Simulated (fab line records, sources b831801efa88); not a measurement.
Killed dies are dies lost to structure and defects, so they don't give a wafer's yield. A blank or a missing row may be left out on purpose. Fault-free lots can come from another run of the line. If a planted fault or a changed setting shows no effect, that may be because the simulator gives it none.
2 desks looking at one fault ; flow sky130 ; every desk sees just its own numbers, and what lay behind them comes last

AT THE METROLOGY DESK
Lot by lot, what the gauges showed, no matter which tool ran the lot: averages of those sampled wafers that carry a number. A lot is out of limits, marked OUT, if its mean lies more than 4 standard deviations from the usual mean; the brackets give that distance.
Columns: A = GATE_OXIDE_OVL at SKY_GATE_OXIDE_OVL_MEAS_10, usual 0.5 nm; B = GATE_OXIDE_TW at SKY_GATE_OXIDE_TW_MEAS_14, usual 227.0; C = LDD_HVP_OVL at SKY_LDD_HVP_OVL_MEAS_07, usual 0.4 nm
lot;first seen here;A;B;C
L587;day 14 03:44;-0.5;230.2;1.0
L588;day 14 08:28;0.0;230.6;-0.0
L589;day 14 20:23;0.4;230.2;1.7
L593;day 16 07:11;-1.5;225.6;-0.7
L594;day 16 19:17;1.9;226.3;2.0
L595;day 17 02:02;0.6;225.4;1.9
L596;day 17 06:02;-1.3;225.6;1.3
L597;day 17 19:22;1.2;231.8;-0.3
L600;day 19 01:08;0.3;230.7;-81.9 (-69) OUT
L601;day 19 02:10;0.5;226.3;-82.9 (-69) OUT
L602;day 19 15:23;2.1;227.0;-82.6 (-69) OUT
L603;day 19 18:31;-0.9;226.1;0.2
L609;day 21 19:31;0.5;225.8;1.0
Finding of this desk: L600, L601, L602 out of limits, first seen on L601 at day 26 22:49 (LDD_HVP_OVL at SKY_LDD_HVP_OVL_MEAS_07). L587, L588, L589, L593, L594, L595, L596, L597, L603, L609 stayed within limits.

THE TOOL OWNER'S DESK: iline_stepper-01
The tool's own readings at SKY_LDD_HVP_EXPOSE_04 (exposes mask HVPTM, target cd 700 nm): means of the sampled wafers that have a number, for each lot that ran on this tool. A lot is out of limits, marked OUT, if its mean lies more than 4 standard deviations from the usual mean; the brackets give that distance.
Columns: A = focus_offset_nm at SKY_LDD_HVP_EXPOSE_04, usual 0.0 nm
lot;first seen here;A
L587;day 21 06:41;0.1
L588;day 21 12:04;0.2
L589;day 22 00:20;-0.5
L594;day 24 02:28;-0.2
L595;day 24 09:13;0.3
L596;day 24 17:05;0.0
L601;day 26 09:07;-0.2
L600;day 26 09:25;-0.1
L602;day 27 04:49;-0.1
This desk's verdict: no lot among the 9 shows anything out of limits.

TAKEN TOGETHER
L600, L601, L602 would have let the metrology desk raise an alarm at day 26 22:49.
The tool owner's desk saw nothing out of limits.
The tool owner's desk has L600, L601, L602 on record, within its limits.
Every lot named ran SKY_LDD_HVP_EXPOSE_04 on iline_stepper-01.

WHAT HAD BEEN PUT IN BY THE SIMULATOR
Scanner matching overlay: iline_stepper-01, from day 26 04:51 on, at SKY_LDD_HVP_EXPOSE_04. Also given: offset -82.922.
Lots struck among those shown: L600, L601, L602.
Time in hours between the start of the fault and the first out-of-limits reading at each desk: metrology desk, 18.
